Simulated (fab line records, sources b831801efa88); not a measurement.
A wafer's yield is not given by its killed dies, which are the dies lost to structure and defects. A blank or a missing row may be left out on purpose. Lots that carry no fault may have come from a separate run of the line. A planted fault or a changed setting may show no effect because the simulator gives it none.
2 desks looking at one fault    flow gf180mcu    each desk holds nothing but its own numbers, with what lay behind them at the end

## FROM THE METROLOGY DESK
Lot by lot, what the gauges showed, no matter which tool ran the lot: averages of those sampled wafers that carry a number. Any lot whose mean is over 4 standard deviations away from the usual mean is out of limits and marked OUT; that distance is given in the brackets.
Columns: A = V2_OVL at GF_V2_OVL_MEAS_15, usual 3 nm
lot   first seen here  A
L362  day 20 10:11     10
L364  day 21 05:13     3
L366  day 21 19:25     5
L367  day 22 14:22     3
L369  day 23 11:07     6
L375  day 25 05:58     6
L374  day 25 08:05     2
L376  day 25 22:30     5
L378  day 26 11:58     3
L379  day 26 13:16     5
L380  day 26 20:43     7
L382  day 27 06:51     -4
L383  day 27 15:20     -1
L384  day 27 23:46     -5
Result from this desk: across the 14 lots, nothing is out of limits.

## TOOL OWNER'S DESK, litho-track-04
The tool's own readings at GF_SAB_DEVELOP_08 (develop time 60 s): means of the sampled wafers that have a number, for each lot that ran on this tool. Any lot whose mean is over 4 standard deviations away from the usual mean is out of limits and marked OUT; that distance is given in the brackets.
Columns: A = developer-temp-C at GF_SAB_DEVELOP_08, usual 22.99 C
lot   first seen here  A
L364  day 15 23:24     22.93
L366  day 16 14:41     22.29 (-7.0) OUT
L367  day 17 08:46     22.31 (-6.8) OUT
L369  day 18 06:13     22.37 (-6.2) OUT
L378  day 21 13:16     23.04
L379  day 21 13:34     22.91
L380  day 21 20:31     23.08
L382  day 22 11:30     22.99
L384  day 23 03:57     22.83
Finding of this desk: L366, L367, L369 out of limits; the first was L366 at day 16 14:41, on developer-temp-C at GF_SAB_DEVELOP_08. L364, L378, L379, L380, L382, L384: within limits.

## PUT TOGETHER
On L366, L367, L369, at day 16 14:41, an alarm was possible from the tool owner's desk.
The metrology desk saw nothing out of limits.
The metrology desk holds a record of L366, L367, L369, inside its limits.
On litho-track-04, each named lot ran GF_SAB_DEVELOP_08.

## WHAT WAS PUT IN BY THE SIMULATOR
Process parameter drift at GF_SAB_DEVELOP_08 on litho-track-04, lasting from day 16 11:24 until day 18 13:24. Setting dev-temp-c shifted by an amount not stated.
Shown lots that were struck: L366, L367, L369.
Delay in hours, fault start to first out-of-limits reading, by desk: the tool owner's desk at 3.
